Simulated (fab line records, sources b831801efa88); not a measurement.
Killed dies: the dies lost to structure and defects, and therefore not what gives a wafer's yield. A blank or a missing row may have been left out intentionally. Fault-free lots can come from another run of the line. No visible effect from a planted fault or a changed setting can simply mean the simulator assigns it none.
Which of the tools did it?	flow sky130	6 lots, 18 wafers sampled, at 2 steps of a route of 708

## WHAT THE GAUGES SHOWED, per wafer
SKY_METAL4_CD_MEAS_13 targets a cd of 300 nm.
lot	measured	on	cd nm (nm)
L735	day 41 20:10	cd sem-01	299.6 297.0 297.6
L743	day 45 11:15	cd sem-02	299.0 297.7 298.0
L746	day 45 15:47	cd sem-01	303.5 303.0 303.2
L747	day 45 16:25	cd sem-01	300.5 300.5 300.2
L751	day 46 05:08	cd sem-02	299.5 299.9 300.5
L755	day 48 03:58	cd sem-02	300.9 299.6 299.0

## WHAT TOOL EACH LOT RAN ON (gives the tool, then ch and the chambers of the sampled wafers, and finally the start)
lot	SKY_CONTACT_ETCH_18
L735	rie diel-03 ch 1,2,3, day 31 17:00
L743	rie diel-02 ch 0,2, day 35 20:00
L746	rie diel-04 ch 1,2, day 36 00:00
L747	rie diel-04 ch 1,2,3, day 36 02:00
L751	rie diel-04 ch 0,2, day 36 23:00
L755	rie diel-03 ch 0,2,3, day 39 09:00
- SKY_CONTACT_ETCH_18: etches Si3N4 in CHF3/O2, stops on TiN, time 39 s, target depth 75 nm.

## THE ANSWER, worked out from the rows above alone
Rule: the lots themselves supply what counts as usual. Put in order of their means at a reading, lots are off if they are a third of the lots or fewer, leave a main group of 4 or more, and stand apart from it by a gap of 3 or more times the standard deviation of the main group's means; of several such gaps the widest counts. If all means in a main group match to the digits the tables above print for the reading, that group is not used. Also off: a lot with no number at a reading for which 4 or more lots have one. The other lots that the step has rows for count as sound.
No lot is off on any of the readings shown, so nothing can be concluded from this.

## WHAT THE SIMULATOR HAD INSERTED
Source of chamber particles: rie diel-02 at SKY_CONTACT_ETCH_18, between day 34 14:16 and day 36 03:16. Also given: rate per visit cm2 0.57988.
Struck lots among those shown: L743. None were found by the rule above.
